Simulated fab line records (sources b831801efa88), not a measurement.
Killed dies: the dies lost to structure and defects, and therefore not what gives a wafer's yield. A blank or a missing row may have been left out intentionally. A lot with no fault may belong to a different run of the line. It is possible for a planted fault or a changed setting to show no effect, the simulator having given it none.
fab line records -- flow sky130
[record] lots = 13, wafers = 39, last-day = 50
route steps=708 shown METAL1@450 VIA1@459 CAPM@537 PAD_OPEN@708
lots with no fault: from the same line, run without faults
start-h: hours from the record's first day to the start of the lot's first wafer shown -- wait-h: hours since the lot's step before -- " repeats the value in the row above -- L1.1+2: several wafers, shown together as one row -- - no value, or no start given -- * or withheld: withheld -- < > ~ a bound
route shown NAME@n: names a module that has steps shown in the file, with the first one's number in the route -- usual: mean and standard deviation over wafers with no fault -- same: alike in all rows -- chamber/n: place in a boat -- sites: each site's reading -- _std_site: the standard deviation of these -- _edge_site: mean of outer sites minus mean of inner sites -- radius-mm: for every site, how far away it sits from the centre of the wafer -- mask NAME#n: copy n -- behind: the last tool/chamber to shape the wafer -- hold: why the lot went on hold/how many hours it stayed there/how the hold came to an end -- device: names the non-switching transistor (n, p or np) -- end of line: tests of these same wafers at the route's end -- a step with no rows: only its recipe -- killed: count of dies lost to structure and defects at first sort (not the wafer's yield) -- map: shows each die of a wafer: x if killed, . if not, _ if none is there
set.NAME: the setting as run; set.NAME@STEP: as run at that earlier step -- model.NAME: the simulator's own value behind a step, which no gauge read
one table for each step of the route and one row for each wafer, over a sample of lots
services: a tool's chamber out of use, with start hour (start-h, from the record's first day; less than 0 if before it), hours out, and reason
[[steps]]
[step SKY_METAL1_OVL_MEAS_16]
[usual] METAL1_OVL = -1/6.1
lot.wafer,tool,chamber,start-h,wait-h,METAL1_OVL[nm]
L532.1,overlay-02,-,796.07,0.1,6
L532.3,overlay-02,-,796.07,0.1,10
L532.5,overlay-02,-,796.07,0.1,2
L534.1,overlay-01,-,803.60,0.1,2
L534.2,overlay-01,-,803.60,0.1,-6
L534.6,overlay-01,-,803.60,0.1,-3
L533.2,overlay-01,-,805.16,0.1,6
L533.3,overlay-01,-,805.16,0.1,8
L533.5,overlay-01,-,805.16,0.1,4
L535.4,overlay-02,-,805.52,0.1,4
L535.5,overlay-02,-,805.52,0.1,2
L535.6,overlay-02,-,805.52,0.1,3
L537.1,overlay-01,-,829.27,0.1,-3
L537.3,overlay-01,-,829.27,0.1,-3
L537.6,overlay-01,-,829.27,0.1,-3
L539.3,overlay-01,-,835.12,0.1,-2
L539.4,overlay-01,-,835.12,0.1,5
L539.5,overlay-01,-,835.12,0.1,-3
L540.1,overlay-01,-,839.62,0.1,-2
L540.5,overlay-01,-,839.62,0.1,2
L540.6,overlay-01,-,839.62,0.1,-3
L541.1,overlay-02,-,847.40,0.1,0
L541.3,overlay-02,-,847.40,0.1,4
L541.4,overlay-02,-,847.40,0.1,-1
L543.3,overlay-02,-,876.07,0.1,-13
L543.4,overlay-02,-,876.07,0.1,-20
L543.5,overlay-02,-,876.07,0.1,-14
L544.2,overlay-01,-,878.08,0.1,10
L544.4,overlay-01,-,878.08,0.1,4
L544.5,overlay-01,-,878.08,0.1,12
L545.3,overlay-01,-,882.43,0.1,-5
L545.4,overlay-01,-,882.43,0.1,-8
L545.6,overlay-01,-,882.43,0.1,-16
L552.2,overlay-02,-,939.71,0.1,-7
L552.4,overlay-02,-,939.71,0.1,-4
L552.6,overlay-02,-,939.71,0.1,-3
L553.2,overlay-02,-,941.48,0.1,-4
L553.4,overlay-02,-,941.48,0.1,1
L553.5,overlay-02,-,941.48,0.1,-5
[step SKY_VIA1_THK_MEAS_01]
[recipe] reads = SiO2_of_VIA1_HDPCVD_00
[usual] VIA1_HDPCVD_THK = 1033/10
lot.wafer,tool,chamber,start-h,wait-h,VIA1_HDPCVD_THK[nm]
L532.1,film-metro-04,-,797.01,0.1,1036
L532.3,film-metro-04,-,797.01,0.1,1028
L532.5,film-metro-04,-,797.01,0.1,1026
L534.1,film-metro-01,-,804.53,0.1,1024
L534.2,film-metro-01,-,804.53,0.1,1032
L534.6,film-metro-01,-,804.53,0.1,1024
L533.2,film-metro-01,-,806.09,0.1,1039
L533.3,film-metro-01,-,806.09,0.1,1042
L533.5,film-metro-01,-,806.09,0.1,1031
L535.4,film-metro-03,-,806.46,0.0,1027
L535.5,film-metro-03,-,806.46,0.0,1024
L535.6,film-metro-03,-,806.46,0.0,1040
L537.1,film-metro-01,-,830.21,0.1,1022
L537.3,film-metro-01,-,830.21,0.1,1043
L537.6,film-metro-01,-,830.21,0.1,1041
L539.3,film-metro-01,-,836.09,0.1,1014
L539.4,film-metro-01,-,836.09,0.1,1026
L539.5,film-metro-01,-,836.09,0.1,1027
L540.1,film-metro-03,-,840.55,0.1,1043
L540.5,film-metro-03,-,840.55,0.1,1021
L540.6,film-metro-03,-,840.55,0.1,1029
L541.1,film-metro-01,-,848.33,0.1,1016
L541.3,film-metro-01,-,848.33,0.1,1020
L541.4,film-metro-01,-,848.33,0.1,1025
L543.3,film-metro-03,-,877.04,0.1,1032
L543.4,film-metro-03,-,877.04,0.1,1027
L543.5,film-metro-03,-,877.04,0.1,1027
L544.2,film-metro-01,-,879.04,0.1,1036
L544.4,film-metro-01,-,879.04,0.1,1028
L544.5,film-metro-01,-,879.04,0.1,1024
L545.3,film-metro-01,-,883.37,0.1,1032
L545.4,film-metro-01,-,883.37,0.1,1026
L545.6,film-metro-01,-,883.37,0.1,1046
L552.2,film-metro-03,-,940.64,0.1,1050
L552.4,film-metro-03,-,940.64,0.1,1042
L552.6,film-metro-03,-,940.64,0.1,1046
L553.2,film-metro-03,-,942.41,0.1,1043
L553.4,film-metro-03,-,942.41,0.1,1028
L553.5,film-metro-03,-,942.41,0.1,1036
[step SKY_VIA1_CVD_21]
[recipe] material = W, target-thk-nm = 270, time-s = 80.902, temp-c = 400, pressure-torr = 40
[usual] chamber-pressure-Torr = 39.98/0.081, heater-power-outer-w = 503/31, heater-power-w = 837/42
[same] time-s = 80.902
lot.wafer,tool,chamber,start-h,wait-h,chamber-pressure-Torr,heater-power-outer-w,heater-power-w
L532.1,cvd-w-01,1,824.58,0.0,40.04,531,863
L532.3,cvd-w-01,0,824.58,0.0,40.01,502,841
L532.5,cvd-w-01,0,824.58,0.0,40.03,503,836
L534.1,cvd-w-01,1,832.69,0.0,39.92,549,888
L534.2,cvd-w-01,0,832.69,0.0,40.07,501,870
L534.6,cvd-w-01,0,832.69,0.0,40.01,491,865
L533.2,cvd-w-02,0,833.39,0.0,40.01,454,764
L533.3,cvd-w-02,0,833.39,0.0,40.19,436,753
L533.5,cvd-w-02,1,833.39,0.0,39.85,522,877
L535.4,cvd-w-01,0,834.37,0.0,40.05,505,832
L535.5,cvd-w-01,0,834.37,0.0,40.00,496,825
L535.6,cvd-w-01,1,834.37,0.0,40.00,522,847
L537.1,cvd-w-02,0,857.15,0.0,39.98,449,758
L537.3,cvd-w-02,0,857.15,0.0,39.93,451,760
L537.6,cvd-w-02,1,857.15,0.0,40.01,521,845
L539.3,cvd-w-01,1,863.78,0.1,40.01,529,859
L539.4,cvd-w-01,0,863.78,0.1,40.09,489,832
L539.5,cvd-w-01,0,863.78,0.1,39.99,499,845
L540.1,cvd-w-02,0,867.75,0.0,39.96,440,766
L540.5,cvd-w-02,0,867.75,0.0,39.98,452,760
L540.6,cvd-w-02,1,867.75,0.0,39.95,520,857
L541.1,cvd-w-01,0,876.03,0.0,40.07,489,864
L541.3,cvd-w-01,0,876.03,0.0,40.06,506,819
L541.4,cvd-w-01,1,876.03,0.0,40.00,536,855
L543.3,cvd-w-01,0,903.62,0.1,39.83,499,844
L543.4,cvd-w-01,1,903.62,0.1,39.96,535,878
L543.5,cvd-w-01,1,903.62,0.1,40.01,518,881
L544.2,cvd-w-01,0,905.27,0.1,39.97,504,848
L544.4,cvd-w-01,1,905.27,0.1,39.97,536,851
L544.5,cvd-w-01,0,905.27,0.1,39.92,506,814
L545.3,cvd-w-01,0,909.73,0.1,39.95,490,857
L545.4,cvd-w-01,1,909.73,0.1,39.97,554,904
L545.6,cvd-w-01,1,909.73,0.1,40.08,532,866
L552.2,cvd-w-01,1,966.60,0.0,40.04,530,888
L552.4,cvd-w-01,0,966.60,0.0,39.86,492,864
L552.6,cvd-w-01,0,966.60,0.0,39.93,496,833
L553.2,cvd-w-01,0,968.47,0.0,39.97,496,851
L553.4,cvd-w-01,0,968.47,0.0,40.02,495,836
L553.5,cvd-w-01,1,968.47,0.0,40.09,540,865
[step SKY_CAPM_CVD_00]
[recipe] material = SiO2, target-thk-nm = 15.5, temp-c = 400, time-s = withheld, rf-w = 450
[usual] heater-power-outer-w = 412/61, heater-power-w = 701/110
lot.wafer,tool,chamber,start-h,wait-h,heater-power-outer-w,heater-power-w
L532.1,pecvd-02,0,880.75,0.0,419,766
L532.3,pecvd-02,1,880.75,0.0,437,766
L532.5,pecvd-02,1,880.75,0.0,439,769
L534.1,pecvd-03,1,888.68,0.0,425,758
L534.2,pecvd-03,0,888.68,0.0,363,538
L534.6,pecvd-03,0,888.68,0.0,358,541
L533.2,pecvd-04,0,889.48,0.0,311,517
L533.3,pecvd-04,1,889.48,0.0,352,600
L533.5,pecvd-04,1,889.48,0.0,354,617
L535.4,pecvd-02,0,890.42,0.0,505,872
L535.5,pecvd-02,2,890.42,0.0,368,640
L535.6,pecvd-02,1,890.42,0.0,396,688
L537.1,pecvd-03,1,913.26,0.0,469,835
L537.3,pecvd-03,0,913.26,0.0,364,552
L537.6,pecvd-03,2,913.26,0.0,474,812
L539.3,pecvd-04,2,921.90,0.0,446,717
L539.4,pecvd-04,1,921.90,0.0,383,641
L539.5,pecvd-04,0,921.90,0.0,322,546
L540.1,pecvd-04,1,922.57,0.0,455,740
L540.5,pecvd-04,0,922.57,0.0,377,596
L540.6,pecvd-04,2,922.57,0.0,483,771
L541.1,pecvd-03,2,929.65,0.0,371,640
L541.3,pecvd-03,1,929.65,0.0,488,841
L541.4,pecvd-03,1,929.65,0.0,485,845
L543.3,pecvd-04,1,956.66,0.0,-,-
L543.4,pecvd-04,2,956.66,0.0,-,-
L543.5,pecvd-04,0,956.66,0.0,-,-
L544.2,pecvd-04,2,958.81,0.0,-,-
L544.4,pecvd-04,1,958.81,0.0,-,-
L544.5,pecvd-04,0,958.81,0.0,-,-
L545.3,pecvd-03,1,963.24,0.0,-,-
L545.4,pecvd-03,2,963.24,0.0,-,-
L545.6,pecvd-03,1,963.24,0.0,-,-
L552.2,pecvd-02,0,1017.79,0.0,493,888
L552.4,pecvd-02,2,1017.79,0.0,367,650
L552.6,pecvd-02,0,1017.79,0.0,508,898
L553.2,pecvd-04,0,1019.63,0.0,291,492
L553.4,pecvd-04,0,1019.63,0.0,282,497
L553.5,pecvd-04,2,1019.63,0.0,476,762
[step SKY_PAD_OPEN_PROBE_99]
[usual] defect-limited-yield = 82.5/1.8, killed_at_M0_to_M3 = 44/7.1, killed_at_M4_up = 3.0/1.9, killed-at-contacts = 25/5.6, killed-at-front-end = 14/4.1, killed-at-other = 0.2/0.44, killed-dies = 86/9.1, killed-on-rim = 17/3.7, killed-open = 47/7.4, killed-short = 39/5.7, sort_bin_3_pad_short = 0.9/0.37, sort_bin_5_function = 10.3/1.6, sort_bin_6_memory = 6.3/1.1, sort-n-pass = 406/9.1, sort-yield-pct = 82.5/1.8
[same] gross-dies = 492, killed-at-back-side = 0, sort_bin_4_leakage[%] = 0, sort_bin_8_speed[%] = 0
lot.wafer,tool,chamber,start-h,wait-h,defect-limited-yield[%],killed_at_M0_to_M3,killed_at_M4_up,killed-at-contacts,killed-at-front-end,killed-at-other,killed-dies,killed-on-rim,killed-open,killed-short,sort_bin_3_pad_short[%],sort_bin_5_function[%],sort_bin_6_memory[%],sort-n-pass,sort-yield-pct[%]
L532.1,prober-01,-,1095.57,0.1,80.3,57,5,24,11,0,97,17,56,41,1.2,10.8,7.7,395,80.3
L532.3,prober-01,-,1095.67,0.2,83.9,45,2,22,10,0,79,11,39,40,0.6,9.6,5.9,413,83.9
L532.5,prober-01,-,1095.77,0.2,84.3,37,1,27,12,0,77,11,39,38,0.8,7.3,7.5,415,84.3
L534.1,prober-02,-,1101.99,0.1,83.7,40,4,23,13,0,80,16,52,28,0.6,9.8,5.9,412,83.7
L534.2,prober-02,-,1102.04,0.1,81.9,37,4,30,18,0,89,18,53,36,1.0,11.2,5.9,403,81.9
L534.6,prober-02,-,1102.24,0.2,83.9,34,3,24,18,0,79,15,47,32,0.8,10.2,5.1,413,83.9
L533.2,prober-01,-,1102.39,0.1,83.7,47,0,11,22,0,80,21,40,40,1.0,11.0,4.3,412,83.7
L533.3,prober-01,-,1102.44,0.2,82.5,42,0,28,16,0,86,17,44,42,1.4,9.1,6.9,406,82.5
L533.5,prober-01,-,1102.54,0.2,79.7,58,4,21,17,0,100,15,47,53,1.4,12.2,6.7,392,79.7
L535.4,prober-02,-,1103.74,0.2,82.9,46,3,23,12,0,84,21,51,33,1.0,10.0,6.1,408,82.9
L535.5,prober-02,-,1103.79,0.2,83.7,38,5,21,15,1,80,21,46,34,0.8,9.3,6.1,412,83.7
L535.6,prober-02,-,1103.84,0.2,83.7,37,4,20,19,0,80,21,36,44,1.8,9.3,5.1,412,83.7
L537.1,prober-02,-,1119.35,0.1,83.3,44,5,23,10,0,82,17,46,36,0.4,10.0,6.3,410,83.3
L537.3,prober-02,-,1119.45,0.2,85.6,33,3,22,13,0,71,13,40,31,1.0,7.3,6.1,421,85.6
L537.6,prober-02,-,1119.60,0.2,84.6,45,4,21,6,0,76,19,38,38,0.8,8.1,6.5,416,84.6
L539.3,prober-01,-,1127.21,0.2,83.5,38,4,27,12,0,81,18,41,36,0.6,9.8,6.1,411,83.5
L539.4,prober-01,-,1127.26,0.2,83.5,48,1,15,16,1,81,18,50,31,0.8,7.5,8.1,411,83.5
L539.5,prober-01,-,1127.31,0.2,84.3,37,3,27,10,0,77,15,48,29,0.8,9.8,5.1,415,84.3
L540.1,prober-02,-,1128.98,0.1,81.3,38,3,30,21,0,92,19,48,44,2.0,11.2,5.5,400,81.3
L540.5,prober-02,-,1129.18,0.2,80.5,43,8,32,13,0,96,17,51,45,0.8,12.4,6.3,396,80.5
L540.6,prober-02,-,1129.23,0.2,80.9,41,2,29,21,1,94,16,50,44,1.0,10.4,7.7,398,80.9
L541.1,prober-01,-,1140.12,0.1,82.5,50,5,19,12,0,86,15,45,41,1.0,10.2,6.3,406,82.5
L541.3,prober-01,-,1140.22,0.2,79.7,52,0,31,16,1,100,23,50,50,1.0,10.8,8.5,392,79.7
L541.4,prober-01,-,1140.27,0.2,81.7,36,7,29,18,0,90,15,48,42,1.8,10.6,5.9,402,81.7
L543.3,prober-01,-,1159.70,0.2,0,56,6,33,20,377,492,96,58,57,1.4,91.7,6.9,0,0
L543.4,prober-01,-,1159.75,0.2,0,44,3,33,15,397,492,96,55,40,0.4,91.7,7.9,0,0
L543.5,prober-01,-,1159.80,0.2,0,53,2,30,13,394,492,96,54,45,0.6,92.5,6.9,0,0
L544.2,prober-01,-,1160.72,0.1,0,38,3,23,10,418,492,96,40,34,0.6,92.5,6.9,0,0
L544.4,prober-01,-,1160.82,0.2,0,41,4,20,19,408,492,96,45,39,1.4,93.9,4.7,0,0
L544.5,prober-01,-,1160.87,0.2,0,40,6,35,9,402,492,96,46,44,0.6,92.5,6.9,0,0
L545.3,prober-01,-,1164.28,0.2,0,37,1,39,11,404,492,96,49,39,0.6,93.9,5.5,0,0
L545.4,prober-01,-,1164.33,0.2,0,44,4,21,12,411,492,96,41,40,1.4,95.1,3.5,0,0
L545.6,prober-01,-,1164.43,0.2,0,35,1,22,11,423,492,96,37,32,0.4,93.7,5.9,0,0
L552.2,prober-02,-,1204.37,0.1,82.3,40,2,28,17,0,87,17,38,49,1.4,10.4,5.9,405,82.3
L552.4,prober-02,-,1204.47,0.2,83.9,32,6,21,20,0,79,15,33,46,1.2,8.3,6.5,413,83.9
L552.6,prober-02,-,1204.57,0.2,82.3,42,2,28,15,0,87,19,49,38,1.0,10.0,6.7,405,82.3
L553.2,prober-02,-,1208.25,0.1,81.3,47,2,33,9,1,92,23,49,43,1.2,12.6,4.9,400,81.3
L553.4,prober-02,-,1208.35,0.2,80.7,49,2,29,15,0,95,22,61,34,0.4,12.2,6.7,397,80.7
L553.5,prober-02,-,1208.40,0.2,80.1,54,1,19,24,0,98,19,50,48,1.2,11.6,7.1,394,80.1
// killed by level:class
L532.1 VIA1:geometric-particle:open=16 VIA2:geometric-particle:open=10 LOCAL_INTERCONNECT:geometric-particle:short=8 VIA3:geometric-particle:open=8 LI_CONTACT:geometric-particle:open=7 METAL2:geometric-particle:short=7 METAL1:geometric-particle:short=5 CONTACT:geometric-particle:open=5
L532.3 VIA1:geometric-particle:short=12 CONTACT:geometric-particle:open=10 VIA1:geometric-particle:open=8 VIA2:geometric-particle:open=7 VIA3:geometric-particle:open=6 LOCAL_INTERCONNECT:geometric-particle:short=5 METAL1:geometric-particle:short=5 POLY_GATE:geometric-particle:short=3
L532.5 CONTACT:geometric-particle:open=11 CONTACT:geometric-particle:short=7 VIA1:geometric-particle:open=7 VIA1:geometric-particle:short=6 METAL1:geometric-particle:short=5 VIA2:geometric-particle:open=5 VIA3:geometric-particle:open=5 LOCAL_INTERCONNECT:geometric-particle:short=4
L534.1 CONTACT:geometric-particle:open=11 VIA1:geometric-particle:open=9 VIA3:geometric-particle:open=8 VIA2:geometric-particle:open=5 POLY_GATE:geometric-particle:open=4 VIA3:geometric-particle:short=4 LI_CONTACT:geometric-particle:open=4 CONTACT:geometric-particle:short=4
L534.2 CONTACT:geometric-particle:open=9 VIA1:geometric-particle:open=8 CONTACT:geometric-particle:short=8 VIA2:geometric-particle:open=8 FIELD_ISO:geometric-particle:open=7 VIA3:geometric-particle:open=6 LI_CONTACT:geometric-particle:open=5 POLY_GATE:geometric-particle:short=4
L534.6 CONTACT:geometric-particle:open=12 POLY_GATE:geometric-particle:open=7 VIA1:geometric-particle:open=7 VIA3:geometric-particle:open=6 LOCAL_INTERCONNECT:geometric-particle:short=5 LI_CONTACT:geometric-particle:open=5 FIELD_ISO:geometric-particle:open=4 VIA1:geometric-particle:short=4
L533.2 METAL2:geometric-particle:short=9 VIA3:geometric-particle:open=7 VIA1:geometric-particle:short=6 VIA1:geometric-particle:open=6 VIA2:geometric-particle:open=6 POLY_GATE:geometric-particle:short=4 POLY_GATE:geometric-particle:open=4 CONTACT:geometric-particle:open=4
L533.3 VIA1:geometric-particle:open=12 CONTACT:geometric-particle:open=9 FIELD_ISO:geometric-particle:short=8 LI_CONTACT:geometric-particle:open=8 LOCAL_INTERCONNECT:geometric-particle:short=6 METAL1:geometric-particle:short=6 METAL3:geometric-particle:short=5 POLY_GATE:geometric-particle:open=4
L533.5 VIA1:geometric-particle:open=11 VIA2:geometric-particle:open=10 METAL1:geometric-particle:short=9 METAL2:geometric-particle:short=8 POLY_GATE:geometric-particle:short=7 VIA1:geometric-particle:short=7 LI_CONTACT:geometric-particle:short=5 LOCAL_INTERCONNECT:geometric-particle:short=5
L535.4 CONTACT:geometric-particle:open=10 VIA3:geometric-particle:open=10 VIA1:geometric-particle:open=10 VIA2:geometric-particle:open=7 LI_CONTACT:geometric-particle:open=6 VIA2:geometric-particle:short=6 FIELD_ISO:geometric-particle:open=4 POLY_GATE:geometric-particle:open=4
L535.5 VIA1:geometric-particle:open=11 VIA2:geometric-particle:open=8 LI_CONTACT:geometric-particle:open=7 LOCAL_INTERCONNECT:geometric-particle:short=5 CONTACT:geometric-particle:open=5 METAL3:geometric-particle:short=5 VIA3:geometric-particle:open=5 FIELD_ISO:geometric-particle:open=4
L535.6 CONTACT:geometric-particle:open=7 VIA1:geometric-particle:open=6 VIA2:geometric-particle:open=5 POLY_GATE:geometric-particle:short=5 CONTACT:geometric-particle:short=5 VIA2:geometric-particle:short=5 FIELD_ISO:geometric-particle:open=4 VIA1:geometric-particle:short=4
L537.1 VIA1:geometric-particle:open=14 VIA3:geometric-particle:open=8 LI_CONTACT:geometric-particle:open=7 CONTACT:geometric-particle:short=7 VIA2:geometric-particle:open=5 METAL2:geometric-particle:short=5 CONTACT:geometric-particle:open=4 VIA2:geometric-particle:short=4
L537.3 CONTACT:geometric-particle:open=8 VIA2:geometric-particle:open=7 VIA3:geometric-particle:open=7 LI_CONTACT:geometric-particle:open=5 LI_CONTACT:geometric-particle:short=4 METAL2:geometric-particle:short=4 FIELD_ISO:geometric-particle:short=3 FIELD_ISO:geometric-particle:open=3
L537.6 VIA1:geometric-particle:open=13 CONTACT:geometric-particle:short=8 METAL2:geometric-particle:short=8 VIA3:geometric-particle:open=7 CONTACT:geometric-particle:open=5 METAL1:geometric-particle:short=5 FIELD_ISO:geometric-particle:open=3 LI_CONTACT:geometric-particle:open=3
L539.3 LI_CONTACT:geometric-particle:open=9 VIA2:geometric-particle:open=8 CONTACT:geometric-particle:open=6 METAL1:geometric-particle:short=6 VIA1:geometric-particle:open=6 LOCAL_INTERCONNECT:geometric-particle:short=5 METAL2:geometric-particle:short=5 LI_CONTACT:geometric-particle:short=4
L539.4 VIA1:geometric-particle:open=11 VIA2:geometric-particle:open=8 VIA3:geometric-particle:open=8 CONTACT:geometric-particle:open=7 POLY_GATE:geometric-particle:open=5 LI_CONTACT:geometric-particle:open=5 METAL2:geometric-particle:short=5 FIELD_ISO:geometric-particle:open=3
L539.5 CONTACT:geometric-particle:open=10 VIA3:geometric-particle:open=10 LI_CONTACT:geometric-particle:open=7 VIA1:geometric-particle:open=5 VIA2:geometric-particle:open=5 FIELD_ISO:geometric-particle:short=4 LI_CONTACT:geometric-particle:short=4 METAL1:geometric-particle:short=4
L540.1 CONTACT:geometric-particle:open=11 LI_CONTACT:geometric-particle:open=10 METAL2:geometric-particle:short=8 VIA2:geometric-particle:open=8 POLY_GATE:geometric-particle:short=7 FIELD_ISO:geometric-particle:short=6 METAL1:geometric-particle:short=5 VIA1:geometric-particle:short=5
L540.5 CONTACT:geometric-particle:open=9 VIA3:geometric-particle:open=8 LI_CONTACT:geometric-particle:short=7 CONTACT:geometric-particle:short=7 FIELD_ISO:geometric-particle:short=6 METAL1:geometric-particle:short=6 VIA1:geometric-particle:open=6 LI_CONTACT:geometric-particle:open=5
L540.6 VIA1:geometric-particle:open=14 LI_CONTACT:geometric-particle:open=9 FIELD_ISO:geometric-particle:open=7 METAL1:geometric-particle:short=7 CONTACT:geometric-particle:open=6 LOCAL_INTERCONNECT:geometric-particle:short=5 POLY_GATE:geometric-particle:short=4 LI_CONTACT:geometric-particle:short=4
L541.1 VIA2:geometric-particle:open=11 VIA1:geometric-particle:open=8 LI_CONTACT:geometric-particle:open=7 CONTACT:geometric-particle:open=7 VIA1:geometric-particle:short=6 METAL2:geometric-particle:short=5 METAL3:geometric-particle:short=4 SPACER:geometric-particle:short=4
L541.3 VIA1:geometric-particle:open=13 METAL2:geometric-particle:short=11 CONTACT:geometric-particle:open=8 LI_CONTACT:geometric-particle:open=7 VIA3:geometric-particle:open=7 LOCAL_INTERCONNECT:geometric-particle:short=6 CONTACT:geometric-particle:short=5 FIELD_ISO:geometric-particle:short=4
L541.4 LI_CONTACT:geometric-particle:open=9 CONTACT:geometric-particle:open=8 FIELD_ISO:geometric-particle:open=7 VIA1:geometric-particle:open=7 POLY_GATE:geometric-particle:short=5 METAL2:geometric-particle:short=5 CONTACT:geometric-particle:short=5 VIA2:geometric-particle:short=5
L543.3 CAPM:area-cvd=377 VIA1:geometric-particle:open=13 LI_CONTACT:geometric-particle:open=11 POLY_GATE:geometric-particle:open=10 CONTACT:geometric-particle:short=9 METAL1:geometric-particle:short=9 VIA1:geometric-particle:short=8 METAL4:geometric-particle:short=6
L543.4 CAPM:area-cvd=397 CONTACT:geometric-particle:open=14 LI_CONTACT:geometric-particle:open=7 VIA1:geometric-particle:short=7 VIA1:geometric-particle:open=7 METAL2:geometric-particle:short=7 VIA3:geometric-particle:open=7 FIELD_ISO:geometric-particle:open=6
L543.5 CAPM:area-cvd=393 VIA1:geometric-particle:open=12 CONTACT:geometric-particle:open=10 VIA3:geometric-particle:open=9 LI_CONTACT:geometric-particle:open=8 METAL2:geometric-particle:short=8 POLY_GATE:geometric-particle:short=5 CONTACT:geometric-particle:short=5
L544.2 CAPM:area-cvd=418 CONTACT:geometric-particle:open=14 METAL1:geometric-particle:short=7 VIA1:geometric-particle:open=6 VIA3:geometric-particle:open=6 FIELD_ISO:geometric-particle:open=4 VIA2:geometric-particle:short=4 VIA2:geometric-particle:open=4
L544.4 CAPM:area-cvd=408 VIA1:geometric-particle:open=11 FIELD_ISO:geometric-particle:open=7 LI_CONTACT:geometric-particle:open=7 FIELD_ISO:geometric-particle:short=6 METAL1:geometric-particle:short=5 CONTACT:geometric-particle:short=5 VIA2:geometric-particle:open=5
L544.5 CAPM:area-cvd=402 VIA1:geometric-particle:open=12 LI_CONTACT:geometric-particle:open=11 CONTACT:geometric-particle:open=11 VIA1:geometric-particle:short=8 LOCAL_INTERCONNECT:geometric-particle:short=7 VIA3:geometric-particle:open=6 CONTACT:geometric-particle:short=5
L545.3 CAPM:area-cvd=404 CONTACT:geometric-particle:open=16 LI_CONTACT:geometric-particle:open=10 VIA1:geometric-particle:open=9 METAL2:geometric-particle:short=6 CONTACT:geometric-particle:short=5 VIA3:geometric-particle:open=5 FIELD_ISO:geometric-particle:open=4
L545.4 CAPM:area-cvd=411 CONTACT:geometric-particle:open=8 METAL2:geometric-particle:short=8 METAL1:geometric-particle:short=7 VIA3:geometric-particle:open=6 VIA1:geometric-particle:short=6 VIA3:geometric-particle:short=5 FIELD_ISO:geometric-particle:open=5
L545.6 CAPM:area-cvd=423 VIA1:geometric-particle:open=10 CONTACT:geometric-particle:open=8 VIA2:geometric-particle:open=6 CONTACT:geometric-particle:short=5 FIELD_ISO:geometric-particle:short=4 METAL2:geometric-particle:short=4 VIA2:geometric-particle:short=3
L552.2 LI_CONTACT:geometric-particle:open=10 METAL1:geometric-particle:short=8 VIA1:geometric-particle:open=7 POLY_GATE:geometric-particle:short=6 VIA1:geometric-particle:short=5 LI_CONTACT:geometric-particle:short=5 CONTACT:geometric-particle:short=5 CONTACT:geometric-particle:open=5
L552.4 CONTACT:geometric-particle:open=8 LI_CONTACT:geometric-particle:open=7 VIA3:geometric-particle:short=6 FIELD_ISO:geometric-particle:short=5 POLY_GATE:geometric-particle:short=5 VIA2:geometric-particle:open=5 METAL1:geometric-particle:short=4 METAL3:geometric-particle:short=4
L552.6 CONTACT:geometric-particle:open=13 VIA2:geometric-particle:open=8 VIA3:geometric-particle:open=7 CONTACT:geometric-particle:short=5 METAL2:geometric-particle:short=5 FIELD_ISO:geometric-particle:open=4 POLY_GATE:geometric-particle:short=4 VIA3:geometric-particle:short=4
L553.2 VIA1:geometric-particle:open=13 VIA3:geometric-particle:open=9 CONTACT:geometric-particle:short=8 VIA2:geometric-particle:open=8 LI_CONTACT:geometric-particle:short=7 CONTACT:geometric-particle:open=7 LI_CONTACT:geometric-particle:open=6 LOCAL_INTERCONNECT:geometric-particle:short=5
L553.4 VIA1:geometric-particle:open=16 CONTACT:geometric-particle:open=14 FIELD_ISO:geometric-particle:open=7 VIA1:geometric-particle:short=7 CONTACT:geometric-particle:short=6 VIA2:geometric-particle:open=6 METAL2:geometric-particle:short=5 LI_CONTACT:geometric-particle:open=4
L553.5 VIA1:geometric-particle:open=14 CONTACT:geometric-particle:open=10 VIA1:geometric-particle:short=9 METAL2:geometric-particle:short=9 FIELD_ISO:geometric-particle:short=8 FIELD_ISO:geometric-particle:open=7 VIA3:geometric-particle:open=5 VIA2:geometric-particle:open=5
[[services]]
tool,chamber,start-h,hours,kind
pecvd-03,1,818.12,-,clean
pecvd-03,1,818.12,-,consumable-replace:showerhead
pecvd-03,1,818.12,29.0,scheduled-down
pecvd-03,1,818.12,29.0,vent-cycle
cvd-w-02,-,862.06,4.0,repair
pecvd-04,1,874.86,2.1,scheduled-down
pecvd-02,2,892.16,5.5,scheduled-down
pecvd-04,1,895.38,4.7,repair
cvd-w-02,-,904.00,14.0,pm
cvd-w-02,0,904.00,14.0,vent-cycle
cvd-w-02,1,904.00,14.0,vent-cycle
pecvd-04,0,907.90,5.5,scheduled-down
cvd-w-02,0,918.00,-,clean
cvd-w-02,1,918.00,-,clean
cvd-w-01,-,932.08,0.4,repair
pecvd-04,0,967.39,5.5,scheduled-down
pecvd-03,-,969.61,2.1,repair
pecvd-03,2,986.48,5.5,scheduled-down
pecvd-03,0,993.23,1.7,repair
pecvd-02,1,999.38,-,clean
pecvd-02,1,999.38,-,consumable-replace:showerhead
pecvd-02,1,999.38,29.0,scheduled-down
pecvd-02,1,999.38,29.0,vent-cycle
[[key]]
[first-sign] step = SKY_CAPM_CVD_00, reading = tool-record, direction = missing
[effect] step = SKY_PAD_OPEN_PROBE_99, reading = killed-at-other, direction = up, sigmas = 99+, usual = 0.2, struck = 403.8
[more-kills-born-at] SKY_CAPM_CVD_00@pecvd-04 = 2395, SKY_CAPM_CVD_00@pecvd-03 = 1238
met-at SKY_CAPM_CVD_00
struck-lots L543,L544,L545
later-rows-left-out L543.3,L543.4,L543.5,L544.2,L544.4,L544.5,L545.3,L545.4,L545.6
not-acting-at SKY_METAL1_OVL_MEAS_16,SKY_VIA1_THK_MEAS_01,SKY_VIA1_CVD_21
onset-between 929.65 956.66
[fault] kind = skipped-step-whole, tool = pecvd-03,pecvd-04, chamber = -, onset-h = 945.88, steps = SKY_CAPM_CVD_00, scope = struck-lots-only
// later-rows-left-out: the simulator's readings of these wafers behind a module that went badly wrong aren't trusted and aren't shown, but for the sort
